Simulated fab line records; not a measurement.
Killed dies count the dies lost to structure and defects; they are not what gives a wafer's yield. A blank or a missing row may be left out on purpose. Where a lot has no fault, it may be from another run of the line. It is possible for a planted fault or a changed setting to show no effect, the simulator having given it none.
Chamber matching    flow sky130    4 sister chambers for SKY_VIA1_ETCH_15 on rie diel-04
The step etches SiO2 in C4F8/O2/Ar, stops on TiN, target depth 351 nm, time 54 s. 8 wafers are shown with their chamber, then 7 later ones without.

EACH WAFER AND ITS CHAMBER
wafer   chamber  oes product au (a.u.)  rf fwd power W (W)
L293.1  1        0.984                  1491
L298.1  0        0.970                  1486
L298.3  1        0.980                  1491
L299.2  0        0.981                  1484
L299.3  2        0.980                  1484
L299.4  3        0.984                  1483
L305.1  2        0.971                  1475
L305.3  3        0.985                  1489

WAFERS WITHOUT THEIR CHAMBER
wafer   oes product au (a.u.)  rf fwd power W (W)
L305.6  0.978                  1484
L314.1  0.983                  1479
L314.4  0.983                  1491
L314.6  0.978                  1491
L315.1  0.980                  1482
L315.4  0.984                  1492
L315.6  0.981                  1489

WHICH CHAMBER EACH ONE RAN IN
wafer   from the rows above                in truth
L305.6  can't be placed: 0 or 2 or 3 or 1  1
L314.1  can't be placed: 2 or 3 or 0 or 1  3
L314.4  can't be placed: 1 or 3 or 0       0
L314.6  can't be placed: 1 or 0 or 3       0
L315.1  can't be placed: 2 or 0 or 3 or 1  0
L315.4  can't be placed: 1 or 3 or 0       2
L315.6  can't be placed: 1 or 3 or 0       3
Correct placement for 0 of the 7. From these rows, 7 cannot be placed; in 6 the true chamber is one of the candidates. Wrongly placed: 0.
How it was worked out, from the rows above alone: a wafer's distance from a chamber is the root of the sum, over the readings, of the square of ((its reading less the chamber's mean) divided by the reading's scatter). If the next closest chamber is less than 2 further off than the closest, the wafer can't be placed; otherwise it belongs to the closest. The mean given for a chamber averages the wafers shown for that chamber. The scatter: the root of (the sum of the squares of (reading less its chamber's mean) over the shown wafers, divided by (wafers less chambers)).
